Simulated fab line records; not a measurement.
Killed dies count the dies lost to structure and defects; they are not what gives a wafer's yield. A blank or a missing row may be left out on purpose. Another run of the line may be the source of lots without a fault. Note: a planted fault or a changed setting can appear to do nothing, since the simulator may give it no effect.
fab line records	flow sky130
record lots=5	wafers=15	last_day=50
route steps=708 shown LDD_N@251 LDD_P@255
lots with no fault: from the same line, run without faults
start_h: the number of hours between the record's first day and the start of the first shown wafer of the lot	wait_h: hours elapsed since this lot's preceding step	" same as the row above	L1.1+2: a single row standing in for several wafers	- value missing, or start not given	* or withheld: withheld	< > ~ a bound
route shown NAME@n: names a module that has steps shown in the file, with the first one's number in the route	usual: mean and standard deviation over wafers with no fault	same: alike in all rows	chamber/n: place in a boat	sites: the reading at each site	_std_site: the values' standard deviation	_edge_site: mean of outer sites minus mean of inner sites	radius_mm: how far each site lies from the wafer's centre	mask NAME#n: copy n	behind: tool/chamber where the wafer was last shaped	hold: the reason the lot was held/the length of the hold in hours/how it ended	device: which transistor (n, p or np) failed to switch	end of line: at the end of the route, the tests of the same wafers	for a step that has no rows: nothing shown but its recipe	killed: not the wafer's yield, but the dies lost to structure and defects at the first sort	map: the dies of a wafer, with x for killed, . for not killed, _ for no die there
set.NAME: the setting as run; set.NAME@STEP: as run at that earlier step	model.NAME: the simulator's own value behind a step, which no gauge read
lots at some steps of the route; a table a step, a row a wafer
services: when a tool's chamber went out of use (start_h, in hours from the record's first day, below 0 if earlier), for how many hours, and the reason
## steps
# step SKY_LDD_N_IMPLANT_14
# recipe species=BF2	energy_kev=50	dose_cm2=5e+12	tilt_deg=30	rotation_deg=180
# usual beam_energy_keV=50.003/0.016	faraday_current_uA=28.2/0.56
lot.wafer	tool	chamber	start_h	wait_h	beam_energy_keV	faraday_current_uA
L081.1	implanter-02	0	464.63	0.1	50.011	28.7
L081.2	"	0	"	"	50.030	27.9
L081.6	"	0	"	"	49.999	28.5
L082.3	implanter-01	0	473.63	0.1	50.005	28.2
L082.4	"	0	"	"	50.001	28.6
L082.6	"	0	"	"	50.018	28.7
L089.1	implanter-01	0	539.53	0.1	50.002	28.2
L089.3	"	0	"	"	50.002	28.3
L089.5	"	0	"	"	49.999	28.3
L090.1	implanter-01	0	543.98	0.1	50.020	28.2
L090.2	"	0	"	"	49.969	28.4
L090.5	"	0	"	"	50.021	28.0
L096.1	implanter-02	0	601.38	0.1	49.996	28.4
L096.4	"	0	"	"	49.995	28.4
L096.6	"	0	"	"	50.006	29.1
# step SKY_LDD_N_IMPLANT_15
# recipe species=BF2	energy_kev=50	dose_cm2=5e+12	tilt_deg=30	rotation_deg=270
# usual beam_energy_keV=50.001/0.015	faraday_current_uA=28.2/0.59
lot.wafer	tool	chamber	start_h	wait_h	beam_energy_keV	faraday_current_uA
L081.1	implanter-02	0	464.78	0.1	50.008	27.8
L081.2	"	0	"	"	49.995	28.3
L081.6	"	0	"	"	50.014	29.2
L082.3	implanter-01	0	473.78	0.1	49.985	28.0
L082.4	"	0	"	"	50.010	28.5
L082.6	"	0	"	"	50.001	27.1
L089.1	implanter-01	0	539.68	0.1	50.022	27.5
L089.3	"	0	"	"	50.031	28.5
L089.5	"	0	"	"	50.001	28.0
L090.1	implanter-01	0	544.13	0.1	50.009	28.5
L090.2	"	0	"	"	49.981	28.0
L090.5	"	0	"	"	50.023	28.1
L096.1	implanter-02	0	601.53	0.1	49.997	28.4
L096.4	"	0	"	"	49.996	26.5
L096.6	"	0	"	"	50.008	27.3
# step SKY_LDD_N_STRIP_16
# recipe chemistry=O2/N2	power_w=1400	pressure_mtorr=1500	platen_temp_c=withheld	o2_flow_sccm=3000	n2_flow_sccm=300	overash_fraction=0.5
# usual drypump_motor_current_A=5.8/0.63	o2_flow_sccm=3000/8.8	oes_product_au=0.406/0.0045	strip_time_to_endpoint_s=4.318/0.016
lot.wafer	tool	chamber	start_h	wait_h	drypump_motor_current_A	o2_flow_sccm	oes_product_au	rf_hours_counter_h	strip_time_to_endpoint_s
L081.1	plasma_asher-03	0	464.93	0.1	6.1	2990	0.399	3	4.307
L081.2	"	1	"	"	6.7	3019	0.403	3	4.297
L081.6	"	1	"	"	6.6	3001	0.405	-	4.312
L082.3	plasma_asher-03	1	473.92	0.1	6.6	2987	0.403	-	4.341
L082.4	"	0	"	"	6.0	2993	0.408	-	4.328
L082.6	"	0	"	"	6.0	2990	0.409	-	4.327
L089.1	plasma_asher-03	1	539.83	0.1	6.7	2997	0.406	11	4.294
L089.3	"	1	"	"	6.7	2986	0.408	-	4.296
L089.5	"	0	"	"	6.0	3005	0.408	-	4.303
L090.1	plasma_asher-01	1	544.28	0.1	4.9	3024	0.414	43	4.348
L090.2	"	0	"	"	6.6	2999	0.397	43	4.336
L090.5	"	0	"	"	6.6	3017	0.403	-	4.316
L096.1	plasma_asher-01	1	601.68	0.1	4.9	2990	0.407	46	4.329
L096.4	"	1	"	"	5.0	2997	0.410	-	4.314
L096.6	"	1	"	"	4.9	2990	0.407	-	4.302
# step SKY_LDD_N_TW_MEAS_17
# usual LDD_N_TW=2568/26
lot.wafer	tool	chamber	start_h	wait_h	LDD_N_TW
L081.1	film_metro-02	-	465.03	0.1	2539
L081.2	"	-	"	"	2553
L081.6	"	-	"	"	2554
L082.3	film_metro-02	-	474.00	0.1	2533
L082.4	"	-	"	"	2544
L082.6	"	-	"	"	2543
L089.1	film_metro-03	-	539.93	0.1	2599
L089.3	"	-	"	"	2599
L089.5	"	-	"	"	2586
L090.1	film_metro-02	-	544.38	0.1	2560
L090.2	"	-	"	"	2568
L090.5	"	-	"	"	2556
L096.1	film_metro-02	-	601.78	0.1	2547
L096.4	"	-	"	"	2529
L096.6	"	-	"	"	2545
# step SKY_LDD_P_DEHYDRATE_00
# recipe temp_c=200	time_s=60
# usual resist_line_temp_C=23.00/0.12
# same time_s=60
lot.wafer	tool	chamber	start_h	wait_h	resist_line_temp_C
L081.1	litho_track-03	0	479.25	14.2	22.95
L081.2	"	0	"	"	23.13
L081.6	"	0	"	"	23.06
L082.3	litho_track-02	0	489.06	15.0	23.20
L082.4	"	0	"	"	23.16
L082.6	"	0	"	"	23.04
L089.1	litho_track-03	0	554.00	14.1	23.08
L089.3	"	0	"	"	23.02
L089.5	"	0	"	"	23.08
L090.1	litho_track-02	0	558.96	14.6	22.91
L090.2	"	0	"	"	22.98
L090.5	"	0	"	"	22.92
L096.1	litho_track-03	0	615.55	13.8	23.24
L096.4	"	0	"	"	23.04
L096.6	"	0	"	"	23.16
# step SKY_LDD_P_HMDS_01
# recipe prime_time_s=60	prime_temp_c=120
# usual prime_temp_c=120.00/0.15	resist_line_temp_C=22.99/0.1
lot.wafer	tool	chamber	start_h	wait_h	prime_temp_c	resist_line_temp_C
L081.1	litho_track-03	0	479.40	0.1	119.89	22.94
L081.2	"	0	"	"	120.00	23.05
L081.6	"	0	"	"	120.13	23.08
L082.3	litho_track-02	0	489.21	0.1	120.03	22.99
L082.4	"	0	"	"	120.12	22.97
L082.6	"	0	"	"	120.34	22.98
L089.1	litho_track-03	0	554.15	0.1	120.23	23.02
L089.3	"	0	"	"	119.97	23.08
L089.5	"	0	"	"	120.06	23.02
L090.1	litho_track-02	0	559.11	0.1	119.87	22.83
L090.2	"	0	"	"	119.92	22.82
L090.5	"	0	"	"	120.00	22.82
L096.1	litho_track-03	0	615.70	0.1	120.04	23.05
L096.4	"	0	"	"	119.95	23.05
L096.6	"	0	"	"	119.94	23.08
# step SKY_LDD_P_COAT_02
# recipe resist=NOVOLAK	spin_rpm=3000	resist_thk_nm=1140
# usual resist_line_temp_C=23.01/0.11
lot.wafer	tool	chamber	start_h	wait_h	resist_line_temp_C
L081.1	litho_track-03	0	479.55	0.1	22.94
L081.2	"	0	"	"	22.99
L081.6	"	0	"	"	23.01
L082.3	litho_track-02	0	489.36	0.1	23.14
L082.4	"	0	"	"	23.11
L082.6	"	0	"	"	23.23
L089.1	litho_track-03	0	554.30	0.1	23.00
L089.3	"	0	"	"	22.94
L089.5	"	0	"	"	22.91
L090.1	litho_track-02	0	559.26	0.1	22.88
L090.2	"	0	"	"	22.93
L090.5	"	0	"	"	22.90
L096.1	litho_track-03	0	615.85	0.1	23.24
L096.4	"	0	"	"	23.01
L096.6	"	0	"	"	23.00
# step SKY_LDD_P_SOFTBAKE_03
# recipe temp_c=90	time_s=60	resist=NOVOLAK
# usual resist_line_temp_C=23.01/0.092
# same time_s=60
lot.wafer	tool	chamber	start_h	wait_h	resist_line_temp_C
L081.1	litho_track-03	0	479.70	0.1	23.09
L081.2	"	0	"	"	23.18
L081.6	"	0	"	"	23.05
L082.3	litho_track-02	0	489.51	0.1	22.97
L082.4	"	0	"	"	23.05
L082.6	"	0	"	"	23.02
L089.1	litho_track-03	0	554.45	0.1	23.14
L089.3	"	0	"	"	23.05
L089.5	"	0	"	"	22.99
L090.1	litho_track-02	0	559.41	0.1	22.88
L090.2	"	0	"	"	23.03
L090.5	"	0	"	"	23.00
L096.1	litho_track-03	0	616.00	0.1	23.07
L096.4	"	0	"	"	22.92
L096.6	"	0	"	"	22.99
# step SKY_LDD_P_EXPOSE_04
# recipe mask_id=PSDM	na=0.6	source_shape=conventional	sigma_outer=0.6	polarization=unpolarized	target_cd_nm=380	dose_mj=138
lot.wafer	tool	chamber	start_h	wait_h	mask
L081.1+2+6	iline_stepper-01	0	-	-	PSDM#0
L082.3+4+6	iline_stepper-02	0	-	-	PSDM#0
L089.1+3+5	iline_stepper-01	0	-	-	PSDM#0
L090.1+2+5	iline_stepper-01	0	-	-	PSDM#0
L096.1+4+6	iline_stepper-02	0	-	-	PSDM#0
## services
tool	chamber	start_h	hours	kind
iline_stepper-01	0	465.22	-	calibration
implanter-01	-	499.08	0.6	repair
iline_stepper-01	-	512.85	1.7	pm
implanter-02	-	533.06	2.0	repair
plasma_asher-01	-	565.19	33.9	repair
litho_track-03	-	590.75	-	consumable_replace:filter
iline_stepper-02	-	594.40	1.7	pm
iline_stepper-02	0	608.55	-	calibration
## key
fault none
